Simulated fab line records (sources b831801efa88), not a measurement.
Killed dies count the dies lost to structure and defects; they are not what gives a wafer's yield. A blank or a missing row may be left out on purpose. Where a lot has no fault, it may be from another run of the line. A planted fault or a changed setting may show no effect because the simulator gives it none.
Problem report, 8D (eight disciplines) form, completed by code | flow gf180mcu | the parts of the form that need people (team, actions taken, sign-off) are left out

## 1. WHAT IS WRONG
Wafers without a fault read 15.001 s, standard deviation 0.0093; overpolish_run_s at GF_V1_CMP_26 reads a mean of 0.038 s on 6 wafers belonging to 2 lots. So: -99 or more standard deviations from the usual mean.
The step: polishes, stops on SiO2, t overpolish 15 s, target thk 0 nm.
First seen on wafer L727.4, day 24 07:10, on cmp-02. At this step, 36 wafers from 12 lots have a number in the record. By rule, "out" or "out of limits" means more than 4 standard deviations away from the usual mean. The other wafers with a number count as sound.

## 2. WHAT IT IS; WHAT IT IS NOT
question                    | is                                   | is not
which readings at this step | overpolish_run_s, time_to_endpoint_s | motor_current_A, slurry_filter_dp_kPa
which lots                  | L727, L729                           | L712, L713, L714, L715, L716, L719, L720, L721, L732, L733
which wafers of those lots  | all that have a number               | -
read on which tools         | cmp-02                               | cmp-01
when                        | from day 24 07:10                    | up to then (24 sound wafers); but 6 sound wafers of L732, L733 came after

## 3. THE SUSPECTS, EACH WITH WHAT RULES IT OUT
Counting: a tool at a process step up to the reading stays a suspect if it ran every lot that is out and no sound lot after the first of them.
- cmp-02 at GF_V1_CMP_26 (polishes, stops on SiO2, t overpolish 15 s, target thk 0 nm): kept. It ran every lot that is out, first L727 (day 24 07:10), and no sound lot after that; its last sound lot up to then is L720 (day 21 06:45). Out on those wafers are its own readings of overpolish_run_s, time_to_endpoint_s.
After counting, what remains is cmp-02 at GF_V1_CMP_26.

## 4. THE CAUSE (what the simulator had put in)
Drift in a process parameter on cmp-02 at GF_V1_CMP_26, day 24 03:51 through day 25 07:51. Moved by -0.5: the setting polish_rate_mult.
Only this tool survived the counting.

## 5. THE CHAIN OF EFFECTS, in route order
One row per reading whose mean, taken over the struck wafers that have a number, lies over 3 standard deviations from the usual. Only readings whose record carries a usual standard deviation are examined. hours: median over the lots of the time between each lot's start at the first step of this table that gives one and its start at this step. sigmas: the change, counted in usual standard deviations.
hours | step                    | reading              | usual    | on struck wafers | change  | sigmas
0     | GF_V1_CMP_26            | overpolish_run_s     | 15.001 s | 0.038            | -14.963 | -99 or more
0     | GF_V1_CMP_26            | time_to_endpoint_s   | 82 s     | 128              | +46     | +9.1
222   | GF_PASSIVATION_PROBE_99 | defect_limited_yield | 90.4 %   | 0.0              | -90.4   | -65
222   | GF_PASSIVATION_PROBE_99 | killed_at_M0_to_M3   | 20       | 464              | +444    | +99 or more
222   | GF_PASSIVATION_PROBE_99 | killed_dies          | 47       | 492              | +445    | +63
222   | GF_PASSIVATION_PROBE_99 | killed_on_rim        | 9        | 96               | +87     | +27
222   | GF_PASSIVATION_PROBE_99 | sort_bin_3_pad_short | 0.42 %   | 90.34            | +89.92  | +99 or more
222   | GF_PASSIVATION_PROBE_99 | sort_n_pass          | 445      | 0                | -445    | -63
222   | GF_PASSIVATION_PROBE_99 | sort_yield_pct       | 90.4 %   | 0.0              | -90.4   | -65
Process steps it contains:
- GF_V1_CMP_26: polishes, stops on SiO2, t overpolish 15 s, target thk 0 nm.
- GF_PASSIVATION_PROBE_99

## 6. HOW IT WOULD HAVE BEEN CAUGHT EARLIER
The fault began at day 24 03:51; the first out-of-limits reading in this record came at day 24 07:10, 3 hours later.
